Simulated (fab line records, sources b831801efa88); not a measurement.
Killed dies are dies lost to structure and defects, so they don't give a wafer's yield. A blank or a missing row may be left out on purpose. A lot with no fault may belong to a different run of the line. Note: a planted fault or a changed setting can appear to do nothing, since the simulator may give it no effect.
Code-filled problem report in 8D (eight disciplines) form    flow sky130    the parts of the form that need people (team, actions taken, sign-off) are left out

## 1. PROBLEM STATEMENT
Mean SONOS_ONO_OXIDATION_THK at SKY_SONOS_ONO_THK_MEAS_01: 2.95 nm over 9 wafers in 3 lots; fault-free wafers: 2.58 nm, standard deviation 0.058. That puts it +6.4 standard deviations away from the usual mean.
The first sign was on wafer L323.1 at day 13 03:46, on film-metro-01. The record holds 33 wafers of 11 lots with a number at this step. The rule behind "out" and "out of limits": a value lying over 4 standard deviations away from the usual mean. The other wafers with a number count as sound.

## 2. WHAT IT IS, WHAT IT ISN'T
question                     is                       is not
which readings at this step  SONOS_ONO_OXIDATION_THK  -
which lots                   L323, L324, L325         L319, L331, L332, L333, L335, L340, L341, L342
which wafers of those lots   all that have a number   -
read on which gauges         film-metro-01            film-metro-03
when                         from day 13 03:46        up to then (3 sound wafers); but 21 sound wafers of L331, L332, L333, L335, L340, L341, L342 came after

## 3. WHAT RULES OUT EACH SUSPECT
Counting: a tool stays on the suspect list if, at a process step up to the reading, it processed all lots that are out and no sound lot following the first of them.
- the gauge at SKY_SONOS_ONO_THK_MEAS_01: kept. All the wafers that are out were read on film-metro-01, and no step on other tools shows them out.
- cmp-01 at SKY_FIELD_ISO_CMP_27 (polishes, stops on Si3N4, t overpolish 16 s, target thk 457.8 nm): ruled out as a lasting fault. After its first lot that is out, L323 (day 3 07:48), sound lots L331, L332, L341 ran on it.
- furnace-02 at SKY_SONOS_ONO_OXIDATION_00 (stabilise 600 s, purge 300 s, target thk 2.6 nm): ruled out as a lasting fault. After its first lot that is out, L323 (day 13 02:25), sound lots L340, L341, L342 ran on it.
Left after counting: film-metro-01 at SKY_SONOS_ONO_THK_MEAS_01.

## 4. THE CAUSE (what the simulator had put in)
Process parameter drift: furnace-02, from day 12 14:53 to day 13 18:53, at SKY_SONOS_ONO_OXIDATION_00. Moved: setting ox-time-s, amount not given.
The count ruled it out by mistake, since the rule takes a fault to strike every lot its tool runs from the start of the fault on, and this one did not do so.

## 5. SEQUENCE OF EFFECTS, ordered by route
Rows list readings where the struck wafers' mean (over those with a number) sits beyond 3 standard deviations from the usual. Scope: only readings with a usual standard deviation given in the record; hours: median across lots of the time from each lot's start at the first step in this table that gives one to its start at this step; sigmas: change in usual standard deviations.
hours  step                       reading                  usual    on struck wafers  change  sigmas
0      SKY_SONOS_ONO_THK_MEAS_01  SONOS_ONO_OXIDATION_THK  2.58 nm  2.95              +0.37   +6.4

## 6. HOW IT WOULD HAVE BEEN CAUGHT EARLIER
In this record the first reading out of limits at a measuring or inspecting step was taken at day 13 03:46, 13 hours after the fault began at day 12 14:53.
No tool reading at SKY_SONOS_ONO_OXIDATION_00 that has a usual standard deviation in the record was out on any struck wafer, so an alarm limit of 4 standard deviations on those readings would not have fired.
